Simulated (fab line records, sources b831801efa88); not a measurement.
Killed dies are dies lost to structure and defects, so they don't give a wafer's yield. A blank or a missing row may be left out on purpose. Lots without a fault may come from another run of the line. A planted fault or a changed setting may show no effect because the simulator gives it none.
Chamber matching | flow sky130 | SKY_LI_CONTACT_ETCH_15 on rie_diel-02: 4 sister chambers
The step etches PSG in C4F8/O2/Ar, stops on Si, target depth 600 nm. 4 wafers are shown with their chamber, then 9 later ones without.

WAFERS WITH THEIR CHAMBER
wafer  | chamber | oes_product_au (a.u.)
L089.1 | 3       | 0.839
L089.2 | 0       | 0.839
L089.5 | 1       | 0.848
L089.6 | 2       | 0.834

WAFERS WITHOUT THEIR CHAMBER
wafer  | oes_product_au (a.u.)
L091.3 | 0.837
L091.4 | 0.838
L091.5 | 0.838
L096.2 | 0.835
L096.3 | 0.836
L096.4 | 0.831
L097.3 | 0.834
L097.4 | 0.846
L097.5 | 0.843

WHICH CHAMBER EACH WENT THROUGH
wafer  | from the rows above          | in truth
L091.3 | can't be placed: 0 or 3 or 2 | 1
L091.4 | can't be placed: 0 or 3 or 2 | 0
L091.5 | can't be placed: 0 or 3 or 2 | 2
L096.2 | can't be placed: 2 or 0 or 3 | 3
L096.3 | can't be placed: 2 or 0 or 3 | 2
L096.4 | 2                            | 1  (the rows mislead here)
L097.3 | 2                            | 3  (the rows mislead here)
L097.4 | 1                            | 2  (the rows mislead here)
L097.5 | can't be placed: 0 or 3 or 1 | 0
Placed correctly: 0 of 9. Can't be placed from these rows: 6 (the true chamber is among the candidates in 5). Placed wrongly: 3.
How it was worked out, from the rows above alone: a wafer's distance from a chamber is the root of the sum, over the readings, of the square of ((its reading less the chamber's mean) divided by the reading's scatter). The wafer belongs to the nearest chamber; if the next one is less than 2 further off, it can't be placed. A chamber's mean is the mean of its shown wafers. The scatter: with one shown wafer a chamber, the root of the mean of the squares of how far each hidden wafer lies from its nearest shown one.
